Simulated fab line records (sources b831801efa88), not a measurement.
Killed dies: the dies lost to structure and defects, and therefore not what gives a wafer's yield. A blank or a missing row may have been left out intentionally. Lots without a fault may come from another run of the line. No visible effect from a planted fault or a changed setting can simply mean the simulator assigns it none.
The tool behind it: which one? || flow gf180mcu || 18 wafers from 6 lots sampled at 5 of the route's 602 steps

WHAT EACH GAUGE READ, for each wafer
GF_PASSIVATION_THK_MEAS_01.
{"lot": "L869", "measured": "day 28 11:59", "on": "film metro-03", "PASSIVATION_CVD_00_THK (nm)": "995 1005 1017"}
{"lot": "L875", "measured": "day 30 11:25", "on": "film metro-03", "PASSIVATION_CVD_00_THK (nm)": "1006 1737 1030"}
{"lot": "L879", "measured": "day 31 13:07", "on": "film metro-04", "PASSIVATION_CVD_00_THK (nm)": "976 998 1008"}
{"lot": "L884", "measured": "day 32 17:38", "on": "film metro-03", "PASSIVATION_CVD_00_THK (nm)": "999 1008 1013"}
{"lot": "L887", "measured": "day 33 17:32", "on": "film metro-03", "PASSIVATION_CVD_00_THK (nm)": "992 1021 1013"}
{"lot": "L889", "measured": "day 34 01:20", "on": "film metro-04", "PASSIVATION_CVD_00_THK (nm)": "1007 986 1007"}

WHICH TOOL RAN EACH LOT (tool, then ch and the chambers of the sampled wafers, then the start)
{"lot": "L869", "GF_MIM_SPUTTER_04": "pvd sputter-03, day 24 23:29", "GF_TOP_METAL_SPUTTER_00": "pvd sputter-01, day 27 15:55", "GF_TOP_METAL_SPUTTER_04": "pvd sputter-01, day 27 16:06", "GF_PASSIVATION_CVD_00": "pecvd-01 ch 0,2, day 28 11:55"}
{"lot": "L875", "GF_MIM_SPUTTER_04": "pvd sputter-03, day 27 01:35", "GF_TOP_METAL_SPUTTER_00": "pvd sputter-01, day 29 16:22", "GF_TOP_METAL_SPUTTER_04": "pvd sputter-01, day 29 16:34", "GF_PASSIVATION_CVD_00": "pecvd-01 ch 0,1,2, day 30 11:17"}
{"lot": "L879", "GF_MIM_SPUTTER_04": "pvd sputter-01, day 28 06:01", "GF_TOP_METAL_SPUTTER_00": "pvd sputter-01, day 30 18:18", "GF_TOP_METAL_SPUTTER_04": "pvd sputter-01, day 30 18:29", "GF_PASSIVATION_CVD_00": "pecvd-04 ch 0,1,2, day 31 13:02"}
{"lot": "L884", "GF_MIM_SPUTTER_04": "pvd sputter-02, day 29 16:35", "GF_TOP_METAL_SPUTTER_00": "pvd sputter-04, day 31 23:48", "GF_TOP_METAL_SPUTTER_04": "pvd sputter-04, day 31 23:59", "GF_PASSIVATION_CVD_00": "pecvd-04 ch 0,1,2, day 32 17:32"}
{"lot": "L887", "GF_MIM_SPUTTER_04": "pvd sputter-02, day 30 18:43", "GF_TOP_METAL_SPUTTER_00": "pvd sputter-01, day 33 00:34", "GF_TOP_METAL_SPUTTER_04": "pvd sputter-01, day 33 00:46", "GF_PASSIVATION_CVD_00": "pecvd-03 ch 0,1,2, day 33 17:27"}
{"lot": "L889", "GF_MIM_SPUTTER_04": "pvd sputter-03, day 31 05:34", "GF_TOP_METAL_SPUTTER_00": "pvd sputter-03, day 33 09:19", "GF_TOP_METAL_SPUTTER_04": "pvd sputter-03, day 33 09:31", "GF_PASSIVATION_CVD_00": "pecvd-03 ch 0,1,2, day 34 01:14"}
- GF_MIM_SPUTTER_04: material TiN, target thk 50 nm, time 41.7 s.
- GF_TOP_METAL_SPUTTER_00: material Ti, target thk 37.5 nm, time 150 s.
- GF_TOP_METAL_SPUTTER_04: material TiN, target thk 25 nm, time 20.8 s.
- GF_PASSIVATION_CVD_00: deposits SiO2 from TEOS, target thk 1000 nm, time 111.95 s.

THE ANSWER, worked out from the rows above alone
Rule: usual is defined by the lots themselves. Put in order of their means at a reading, lots are off if they are a third of the lots or fewer, leave a main group of 4 or more, and stand apart from it by a gap of 3 or more times the standard deviation of the main group's means; of several such gaps the widest counts. A main group is skipped when, at the precision printed for the reading in the tables above, its means are all equal. Also off: a lot with no number at a reading for which 4 or more lots have one. Any other lot the step has rows for is counted as sound.
Off: L875, seen at GF_PASSIVATION_THK_MEAS_01 (PASSIVATION_CVD_00_THK). The main group: mean 1003 nm, standard deviation 5.3.
If a tool, at a process step before that reading, ran all the lots that are off and no sound lot after the first of them, it fits. Gauges at GF_PASSIVATION_THK_MEAS_01: tried the same way as those tools. One fits: pecvd-01 at GF_PASSIVATION_CVD_00. A fault onset in the window from L869 (day 28 11:55, its last sound lot) to L875 (day 30 11:17, its first lot off) fits.

WHAT THE SIMULATOR PUT IN
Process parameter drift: pecvd-01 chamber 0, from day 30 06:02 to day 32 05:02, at GF_PASSIVATION_CVD_00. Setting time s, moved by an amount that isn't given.
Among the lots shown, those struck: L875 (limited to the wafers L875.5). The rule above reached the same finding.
